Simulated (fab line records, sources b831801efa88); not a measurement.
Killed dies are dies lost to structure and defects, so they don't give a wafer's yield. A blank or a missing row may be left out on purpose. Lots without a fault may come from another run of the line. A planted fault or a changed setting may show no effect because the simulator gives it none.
Which tool did it? | flow sky130 | 11 lots, 33 wafers sampled, at 3 steps of a route of 708

WHAT THE GAUGES READ, wafer by wafer
SKY_SD_P_CD_MEAS_07: target cd 380 nm.
lot  | measured     | on        | cd_nm (nm)
L499 | day 26 20:07 | cd_sem-01 | 381.3 380.3 381.1
L503 | day 27 17:04 | cd_sem-02 | 384.3 380.9 382.4
L506 | day 29 00:24 | cd_sem-02 | 374.1 374.2 374.0
L507 | day 29 08:21 | cd_sem-02 | 376.8 378.1 378.0
L508 | day 29 17:50 | cd_sem-01 | 382.0 379.4 381.0
L509 | day 30 00:32 | cd_sem-02 | 384.0 381.1 382.8
L510 | day 30 09:16 | cd_sem-01 | 382.7 380.9 380.7
L511 | day 30 15:13 | cd_sem-01 | 380.7 381.8 381.0
L512 | day 30 19:11 | cd_sem-01 | 376.6 377.8 378.2
L513 | day 31 10:49 | cd_sem-02 | 376.4 376.0 376.8
L517 | day 32 15:56 | cd_sem-02 | 383.5 381.1 382.8

SKY_LI_CONTACT_THK_MEAS_01.
lot  | measured     | on            | LI_CONTACT_HDPCVD_THK (nm)
L499 | day 29 06:28 | film_metro-02 | 955 949 952
L503 | day 30 03:19 | film_metro-03 | 945 931 950
L506 | day 31 08:39 | film_metro-01 | 924 925 923
L507 | day 31 17:55 | film_metro-02 | 920 934 926
L508 | day 32 02:37 | film_metro-03 | 920 911 927
L509 | day 32 08:49 | film_metro-01 | 910 914 929
L510 | day 32 17:43 | film_metro-03 | 953 949 937
L511 | day 32 22:46 | film_metro-02 | 1038 1028 1038
L512 | day 33 02:22 | film_metro-03 | 1041 1046 1053
L513 | day 33 17:55 | film_metro-01 | 947 931 950
L517 | day 34 22:34 | film_metro-01 | 951 940 948

WHICH TOOL RAN EACH LOT (tool, then ch and the chambers of the sampled wafers, then the start)
lot  | SKY_LI_CONTACT_HDPCVD_00
L499 | hdpcvd-02 ch 0,1, day 29 06:21
L503 | hdpcvd-02 ch 0,2, day 30 03:12
L506 | hdpcvd-01 ch 0,1, day 31 08:33
L507 | hdpcvd-01 ch 0,1,2, day 31 17:49
L508 | hdpcvd-01 ch 0,1, day 32 02:30
L509 | hdpcvd-01 ch 0,1,2, day 32 08:43
L510 | hdpcvd-02 ch 0,2, day 32 17:36
L511 | hdpcvd-01 ch 0,2, day 32 22:39
L512 | hdpcvd-01 ch 0,1,2, day 33 02:16
L513 | hdpcvd-02 ch 0,1,2, day 33 17:49
L517 | hdpcvd-02 ch 0,1, day 34 22:28
- SKY_LI_CONTACT_HDPCVD_00: deposits PSG, target thk 930 nm, time 155 s.

WHAT THE TOOLS THEMSELVES READ (means of the sampled wafers that have a number; where no wafer has one, the mark that the record gives instead)
SKY_LI_CONTACT_HDPCVD_00.
lot  | tool      | run_length_s (s)
L499 | hdpcvd-02 | 182.7
L503 | hdpcvd-02 | 182.7
L506 | hdpcvd-01 | 182.5
L507 | hdpcvd-01 | 182.7
L508 | hdpcvd-01 | 182.6
L509 | hdpcvd-01 | 183.0
L510 | hdpcvd-02 | 182.6
L511 | hdpcvd-01 | 203.6
L512 | hdpcvd-01 | 203.2
L513 | hdpcvd-02 | 182.8
L517 | hdpcvd-02 | 182.9

THE ANSWER, worked out from the rows above alone
Rule: what is usual is taken from the lots themselves. Put in order of their means at a reading, lots are off if they are a third of the lots or fewer, leave a main group of 4 or more, and stand apart from it by a gap of 3 or more times the standard deviation of the main group's means; of several such gaps the widest counts. A main group whose means are all the same, to the digits that the tables above print for the reading, isn't used. A lot without any number at a reading at which 4 lots or more have one is off too. The other lots that the step has rows for count as sound. The gauges are gone through in route order, then the tools' own readings, and for those a lot's mean is taken as printed above. The first step at which some lot is off is used, and at that step the reading that is off furthest; a lot without a number counts as furthest.
Off: L511, L512, at SKY_LI_CONTACT_THK_MEAS_01 (LI_CONTACT_HDPCVD_THK). The main group: mean 935 nm, standard deviation 12.
A tool fits if, at a process step before that reading, it ran every lot that is off, and no sound lot after the first of them. The gauges at SKY_LI_CONTACT_THK_MEAS_01 aren't tried: what is off there is off at SKY_LI_CONTACT_HDPCVD_00 too, on other tools, and a gauge's error can't cause that. One fits: hdpcvd-01 at SKY_LI_CONTACT_HDPCVD_00. Its last sound lot is L509 (day 32 08:43), its first lot that is off L511 (day 32 22:39): a fault that began between those two fits.
The tool's own readings at SKY_LI_CONTACT_HDPCVD_00 bear it out: on the lots that are off they differ by more than 5 times the standard deviation of the sound lots' means. run_length_s reads 203.4 s there against 182.7 s on the sound lots.

WHAT THE SIMULATOR HAD PUT IN
Process parameter drift: hdpcvd-01, from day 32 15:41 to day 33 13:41, at SKY_LI_CONTACT_HDPCVD_00. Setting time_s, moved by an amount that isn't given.
Lots struck among those shown: L511, L512. The rule above found the same.
